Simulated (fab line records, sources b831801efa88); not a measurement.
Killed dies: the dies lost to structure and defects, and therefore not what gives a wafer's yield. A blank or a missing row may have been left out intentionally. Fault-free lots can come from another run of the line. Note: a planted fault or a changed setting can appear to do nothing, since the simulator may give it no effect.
fab line records | flow sky130
record: lots: 13 wafers: 39 last_day: 50
route steps=708 shown FIELD_ISO@14 PWDE@49 NWELL@63
lots untouched by any fault: they come from a run of this same line in which no faults occurred
start_h: the number of hours between the record's first day and the start of the first shown wafer of the lot | wait_h: time in hours since the lot's previous step | " identical to the entry in the row above | L1.1+2: a row that stands for several wafers | - either no value or no given start | * or withheld: withheld | < > ~ a bound
route shown NAME@n: names a module that has steps shown in the file, with the first one's number in the route | usual: mean/standard deviation taken from wafers without a fault | same: alike in all rows | chamber/n: place in a boat | sites: the reading at each site | _std_site: their standard deviation | _edge_site: inner sites' mean taken away from outer sites' mean | radius_mm: how far each site lies from the wafer's centre | mask NAME#n: copy n | behind: the tool/chamber that last shaped the wafer | hold: the reason the lot was held/the length of the hold in hours/how it ended | device: the n, p or np transistor that did not switch | end of line: at the end of the route, the tests of the same wafers | for a step that has no rows: nothing shown but its recipe | killed: dies lost to structure and defects at the first sort, not the wafer's yield | map: dies across one wafer; x = killed, . = not, _ = none there
set.NAME: setting as actually run; set.NAME@STEP: the setting as run at that earlier step | model.NAME: the simulator's own value behind a step, which no gauge read
a sample of lots followed through the steps of the route, with each step as a table and each wafer as a row
services: the hour from which a tool's chamber was out of use, counted from the record's first day as start_h (under 0 if before that day), plus the number of hours and why
== steps ==
step: SKY_FIELD_ISO_CD_MEAS_13
recipe: target_cd_nm: 150
usual: cd_nm: 150.2/1.8
columns lot.wafer tool chamber start_h wait_h cd_nm
L995.1 cd_sem-02 - 35.50 - 149.8
L995.3 " - " " 149.1
L995.5 " - " " 148.8
L997.3 cd_sem-02 - 45.24 - 152.8
L997.4 " - " " 151.6
L997.5 " - " " 152.2
L999.3 cd_sem-02 - 58.12 - 153.3
L999.5 " - " " 152.7
L999.6 " - " " 154.4
L104.4 cd_sem-01 - 82.22 - 151.6
L104.5 " - " " 152.5
L104.6 " - " " 153.6
L105.1 cd_sem-02 - 89.81 - 148.1
L105.2 " - " " 148.0
L105.3 " - " " 148.4
L106.1 cd_sem-01 - 92.50 - 147.8
L106.3 " - " " 149.5
L106.5 " - " " 150.0
L109.2 cd_sem-02 - 107.22 - 149.9
L109.3 " - " " 150.4
L109.4 " - " " 150.8
L110.1 cd_sem-02 - 111.81 - 147.5
L110.3 " - " " 147.4
L110.5 " - " " 146.6
L112.2 cd_sem-01 - 121.80 - 149.6
L112.5 " - " " 149.9
L112.6 " - " " 149.8
L114.2 cd_sem-02 - 132.23 - 149.6
L114.3 " - " " 149.1
L114.4 " - " " 150.2
L115.2 cd_sem-01 - 138.75 - 151.6
L115.5 " - " " 150.2
L115.6 " - " " 149.8
L116.4 cd_sem-01 - 144.68 - 153.9
L116.5 " - " " 152.6
L116.6 " - " " 153.8
L117.1 cd_sem-02 - 149.53 - 148.1
L117.3 " - " " 149.3
L117.6 " - " " 148.5
step: SKY_FIELD_ISO_ETCH_17
recipe: target_depth_a: 3420 mask_material: Si3N4 chemistry: HBr/Cl2/O2 target: Si taper_deg: 5 icp_w: 600 bias_w: 150 pressure_mtorr: 15 HBr_flow_sccm: 150 Cl2_flow_sccm: 40 O2_flow_sccm: 6 time_s: 97.7
usual: drypump_motor_current_A: 5.5/0.39 oes_product_au: 1.003/0.0095 rf_fwd_power_W: 596.7/1.8 throttle_valve_pct: 25.654/0.011
columns lot.wafer tool chamber start_h wait_h drypump_motor_current_A oes_product_au rf_fwd_power_W rf_hours_counter_h throttle_valve_pct
L995.1 rie_si-01 0 35.81 0.1 5.3 0.999 594.1 0 25.664
L995.3 " 2 " " 6.2 1.008 597.8 15 25.669
L995.5 " 2 " " 6.2 0.997 598.0 - 25.638
L997.3 rie_si-01 2 45.51 0.0 6.2 0.996 593.9 15 25.658
L997.4 " 1 " " 5.4 1.010 593.8 112 25.623
L997.5 " 1 " " 5.4 1.016 596.5 - 25.661
L999.3 rie_si-02 3 58.40 0.0 5.3 1.009 599.4 119 25.645
L999.5 " 1 " " 5.4 0.986 595.5 - 25.671
L999.6 " 0 " " 5.5 0.997 597.7 - 25.651
L104.4 rie_si-01 3 82.48 0.0 6.1 1.006 596.6 63 25.655
L104.5 " 3 " " 6.0 1.008 594.3 - 25.639
L104.6 " 2 " " 6.2 0.998 598.7 - 25.642
L105.1 rie_si-01 3 90.13 0.1 6.0 1.007 597.8 63 25.658
L105.2 " 1 " " 5.4 1.005 597.8 112 25.662
L105.3 " 0 " " 5.3 1.007 593.5 1 25.671
L106.1 rie_si-02 3 92.81 0.1 5.3 1.007 599.0 119 25.650
L106.3 " 0 " " 5.5 0.990 599.6 34 25.655
L106.5 " 2 " " 5.0 1.003 597.1 - 25.667
L109.2 rie_si-01 1 107.51 0.1 5.4 1.013 598.1 113 25.654
L109.3 " 2 " " 6.2 1.003 596.1 16 25.665
L109.4 " 3 " " 6.1 1.014 600.1 63 25.659
L110.1 rie_si-02 3 112.13 0.1 5.3 1.001 597.9 120 25.652
L110.3 " 0 " " 5.5 1.004 597.6 34 25.650
L110.5 " 1 " " 5.4 0.998 596.6 - 25.666
L112.2 rie_si-01 0 122.10 0.1 5.3 1.011 593.9 1 25.649
L112.5 " 3 " " 6.1 1.005 596.8 - 25.652
L112.6 " 0 " " 5.3 1.008 593.7 - 25.660
L114.2 rie_si-01 2 132.53 0.1 6.2 0.999 594.5 16 25.665
L114.3 " 3 " " 6.0 1.013 596.6 63 25.658
L114.4 " 1 " " 5.4 1.020 597.3 113 25.646
L115.2 rie_si-02 3 139.05 0.1 5.3 0.995 598.4 120 25.670
L115.5 " 3 " " 5.3 1.003 598.1 - 25.660
L115.6 " 2 " " 5.0 0.999 595.8 - 25.660
L116.4 rie_si-02 2 144.93 0.0 5.0 1.001 598.0 123 25.663
L116.5 " 0 " " 5.4 1.005 598.2 - 25.655
L116.6 " 3 " " 5.3 1.011 596.8 - 25.650
L117.1 rie_si-02 1 149.85 0.1 5.3 0.996 598.0 4 25.647
L117.3 " 0 " " 5.5 1.002 596.1 35 25.655
L117.6 " 3 " " 5.2 1.005 595.8 - 25.661
step: SKY_PWDE_EXPOSE_04
recipe: mask_id: PWDEM na: 0.6 source_shape: conventional sigma_outer: 0.6 polarization: unpolarized target_cd_nm: 840 dose_mj: 214
columns lot.wafer tool chamber start_h wait_h mask
L995.1+3+5 iline_stepper-01 0 76.05 - PWDEM#0
L997.3+4+5 iline_stepper-01 0 81.71 - PWDEM_R1#0
L999.3+5+6 iline_stepper-01 0 93.55 - PWDEM#0
L104.4+5+6 iline_stepper-02 0 117.69 - PWDEM#0
L105.1+2+3 iline_stepper-01 0 125.14 - PWDEM#0
L106.1+3+5 iline_stepper-01 0 126.05 - PWDEM#0
L109.2+3+4 iline_stepper-01 0 141.54 - PWDEM#0
L110.1+3+5 iline_stepper-02 0 146.87 - PWDEM#0
L112.2+5+6 iline_stepper-02 0 159.49 - PWDEM#0
L114.2+3+4 iline_stepper-02 0 174.24 - PWDEM#0
L115.2+5+6 iline_stepper-01 0 179.60 - PWDEM#0
L116.4+5+6 iline_stepper-01 0 184.25 - PWDEM#0
L117.1+3+6 iline_stepper-01 0 188.71 - PWDEM#0
step: SKY_NWELL_OVL_MEAS_10
usual: NWELL_00_OVL: -0.1/1.3
columns lot.wafer tool chamber start_h wait_h NWELL_00_OVL[nm]
L995.1 overlay-02 - 102.35 - 0.8
L995.3 " - " " 0.7
L995.5 " - " " 1.8
L997.3 overlay-01 - 107.47 - -0.9
L997.4 " - " " -1.3
L997.5 " - " " 1.2
L999.3 overlay-02 - 120.97 - 1.3
L999.5 " - " " 1.0
L999.6 " - " " 1.5
L104.4 overlay-01 - 145.76 - -0.2
L104.5 " - " " -1.3
L104.6 " - " " 0.1
L105.1 overlay-01 - 152.80 - 0.0
L105.2 " - " " -1.4
L105.3 " - " " -0.8
L106.1 overlay-01 - 156.03 - -1.1
L106.3 " - " " -0.7
L106.5 " - " " -1.1
L109.2 overlay-01 - 171.70 - 0.1
L109.3 " - " " -0.8
L109.4 " - " " -1.1
L110.1 overlay-01 - 177.93 - 0.1
L110.3 " - " " -1.8
L110.5 " - " " -0.4
L112.2 overlay-01 - 190.14 - 1.1
L112.5 " - " " 0.3
L112.6 " - " " 1.3
L114.2 overlay-01 - 205.39 - -1.2
L114.3 " - " " -0.2
L114.4 " - " " -1.0
L115.2 overlay-02 - 210.74 - 0.7
L115.5 " - " " 0.7
L115.6 " - " " 1.3
L116.4 overlay-02 - 215.33 - -0.5
L116.5 " - " " -0.4
L116.6 " - " " -0.4
L117.1 overlay-02 - 220.26 - 2.8
L117.3 " - " " 3.2
L117.6 " - " " 2.9
== services ==
columns tool chamber start_h hours kind
rie_si-02 3 31.59 5.0 repair
rie_si-01 1 33.03 1.2 repair
iline_stepper-02 - 45.57 1.7 pm
iline_stepper-01 - 56.19 0.8 pm
iline_stepper-02 - 120.89 8.9 pm
iline_stepper-02 - 139.32 4.3 pm
iline_stepper-01 - 143.65 1.7 pm
rie_si-02 1 154.49 12.3 repair
rie_si-02 - 178.75 0.7 repair
== key ==
first_sign: step: SKY_PWDE_EXPOSE_04 reading: mask direction: changed
effect none on later readings
met_at SKY_PWDE_EXPOSE_04
struck_lots L997
sort_left_out L997.3,L997.4,L997.5
tester_left_out L997
not_acting_at SKY_FIELD_ISO_CD_MEAS_13,SKY_FIELD_ISO_ETCH_17,SKY_NWELL_OVL_MEAS_10
onset_between 76.05 81.71
fault: kind: wrong_mask tool: any chamber: - onset_h: 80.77 steps: SKY_PWDE_EXPOSE_04 aux_copy: PWDEM_R1#0 cd_offset_nm: 126 scope: struck_lots_only
tester_left_out: of these lots the tester's yield and bins aren't shown, on N5 and GAA mostly nor the transistor test; their killed dies are dies lost to structure and defects alone, not to doping, threshold or leakage, so they don't give the yield
sort_left_out: the simulated sort isn't trusted on such a fault, so these wafers' sort isn't shown, and their yield isn't known
